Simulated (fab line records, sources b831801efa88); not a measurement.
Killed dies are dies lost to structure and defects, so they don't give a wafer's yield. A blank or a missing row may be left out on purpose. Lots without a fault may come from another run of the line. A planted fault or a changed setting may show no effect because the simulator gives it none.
One fault seen from 2 desks | flow sky130 | each desk has only its own numbers; what lay behind them comes last

THE METROLOGY DESK
What the gauges read, lot by lot, whatever tool the lot ran on: means of the sampled wafers that have a number. A lot is out of limits, marked OUT, if its mean lies more than 4 standard deviations from the usual mean; the brackets give that distance.
Columns: A = METAL2_ALCU_RS at SKY_METAL2_RS_MEAS_05, usual 0.1272 ohm/sq; B = METAL2_ALCU_THK at SKY_METAL2_THK_MEAS_06, usual 250.9 nm
lot  | first seen here | A                | B
L171 | day 34 07:21    | 0.1277           | 252.6
L175 | day 35 12:47    | 0.1272           | 252.3
L176 | day 35 16:11    | 0.1269           | 251.0
L177 | day 36 13:14    | 0.1272           | 252.2
L178 | day 36 13:32    | 0.1271           | 250.1
L184 | day 38 09:29    | 0.1267           | 252.2
L185 | day 38 15:02    | 0.1764 (+45) OUT | 199.3 (-23) OUT
L188 | day 39 13:44    | 0.1587 (+29) OUT | 217.4 (-15) OUT
L191 | day 40 03:22    | 0.1290           | 248.3
L193 | day 40 16:57    | 0.1278           | 251.4
This desk's finding: out of limits on L185, L188; first on L185, day 38 15:02 (METAL2_ALCU_RS at SKY_METAL2_RS_MEAS_05). In limits: L171, L175, L176, L177, L178, L184, L191, L193.

THE TOOL OWNER'S DESK: pvd_sputter-04
The tool's own readings at SKY_METAL2_SPUTTER_02 (material AlCu, target thk 250 nm, time 13.3 s): means of the sampled wafers that have a number, for each lot that ran on this tool. A lot is out of limits, marked OUT, if its mean lies more than 4 standard deviations from the usual mean; the brackets give that distance.
Columns: A = throttle_valve_pct at SKY_METAL2_SPUTTER_02, usual 29.9 %
lot  | first seen here | A
L175 | day 35 12:42    | 31.0
L176 | day 35 16:03    | 28.9
L178 | day 36 13:27    | 29.9
L184 | day 38 09:20    | 29.2
L185 | day 38 14:56    | 28.6
L188 | day 39 13:38    | 28.5
This desk's finding: nothing out of limits on any of the 6 lots.

PUT TOGETHER
The metrology desk could have raised an alarm at day 38 15:02, on L185, L188.
The tool owner's desk saw nothing out of limits.
The tool owner's desk has L185, L188 on record, within its limits.
Of the lots named, all ran SKY_METAL2_SPUTTER_02 on pvd_sputter-04.

WHAT THE SIMULATOR HAD PUT IN
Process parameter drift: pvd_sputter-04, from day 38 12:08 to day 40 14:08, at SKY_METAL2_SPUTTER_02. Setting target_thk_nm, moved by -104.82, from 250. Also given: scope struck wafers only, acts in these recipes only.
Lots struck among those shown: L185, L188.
Hours from the fault's start to each desk's first reading out of limits: the metrology desk, 3.
